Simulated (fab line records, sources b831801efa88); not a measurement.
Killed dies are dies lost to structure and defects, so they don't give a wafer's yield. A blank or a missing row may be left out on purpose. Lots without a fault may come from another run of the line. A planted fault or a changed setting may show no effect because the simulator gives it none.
One fault seen from 2 desks | flow gf180mcu | each desk has only its own numbers; what lay behind them comes last

THE TOOL OWNER'S DESK: iline_stepper-01
The tool's own readings at GF_HV_LDD_EXPOSE_16 (exposes mask Pplus LV AREA, target cd 400 nm): means of the sampled wafers that have a number, for each lot that ran on this tool. A lot is out of limits, marked OUT, if its mean lies more than 4 standard deviations from the usual mean; the brackets give that distance.
Columns: A = exposure_dose_mJ_cm2 at GF_HV_LDD_EXPOSE_16, usual 140.04; B = focus_offset_nm at GF_HV_LDD_EXPOSE_16, usual 0.1 nm
lot  | first seen here | A                | B
L664 | day 10 16:04    | 140.14           | -0.2
L668 | day 11 20:49    | 140.12           | -0.4
L672 | day 13 07:31    | 149.04 (+60) OUT | -0.2
L674 | day 13 21:27    | 149.16 (+61) OUT | 0.6
This desk's finding: out of limits on L672, L674; first on L672, day 13 07:31 (exposure_dose_mJ_cm2 at GF_HV_LDD_EXPOSE_16). In limits: L664, L668.

THE METROLOGY DESK
What the gauges read, lot by lot, whatever tool the lot ran on: means of the sampled wafers that have a number. A lot is out of limits, marked OUT, if its mean lies more than 4 standard deviations from the usual mean; the brackets give that distance.
Columns: A = POLY_GATE_OVL at GF_POLY_GATE_OVL_MEAS_11, usual 2 nm; B = cd_nm at GF_HV_LDD_CD_MEAS_19, usual 400.3 nm; C = V1_BOW at GF_V1_BOW_MEAS_05, usual 82 um; D = V1_W_THK at GF_V1_THK_MEAS_25, usual 350 nm
lot  | first seen here | A  | B                | C  | D
L663 | day 9 02:34     | -5 | 400.7            | 75 | 359
L664 | day 9 10:48     | 5  | 399.4            | 80 | 348
L665 | day 9 15:49     | 11 | 398.1            | 86 | 349
L666 | day 9 21:27     | 4  | 399.5            | 83 | 340
L667 | day 10 10:24    | 4  | 402.8            | 82 | 339
L668 | day 10 14:19    | 2  | 397.8            | 81 | 359
L669 | day 10 21:30    | 0  | 402.2            | 86 | 353
L672 | day 12 00:31    | 4  | 415.5 (+5.8) OUT | 87 | 359
L674 | day 12 12:34    | -0 | 414.0 (+5.3) OUT | 86 | 350
L677 | day 13 07:55    | -3 | 397.1            | 81 | 348
L680 | day 14 04:42    | -4 | 401.0            | 89 | 345
L682 | day 14 21:24    | -4 | 401.3            | 74 | 359
This desk's finding: out of limits on L672, L674; first on L672, day 13 17:09 (cd_nm at GF_HV_LDD_CD_MEAS_19). In limits: L663, L664, L665, L666, L667, L668, L669, L677, L680, L682.

PUT TOGETHER
The tool owner's desk could have raised an alarm at day 13 07:31, on L672, L674.
The metrology desk could have raised an alarm at day 13 17:09, on L672, L674.
Of the lots named, all ran GF_HV_LDD_EXPOSE_16 on iline_stepper-01.

WHAT THE SIMULATOR HAD PUT IN
Process parameter drift: iline_stepper-01, from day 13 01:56 on, at GF_HV_LDD_EXPOSE_16. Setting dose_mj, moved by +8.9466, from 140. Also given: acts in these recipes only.
Lots struck among those shown: L672, L674.
Hours from the fault's start to each desk's first reading out of limits: the tool owner's desk, 6; the metrology desk, 15.
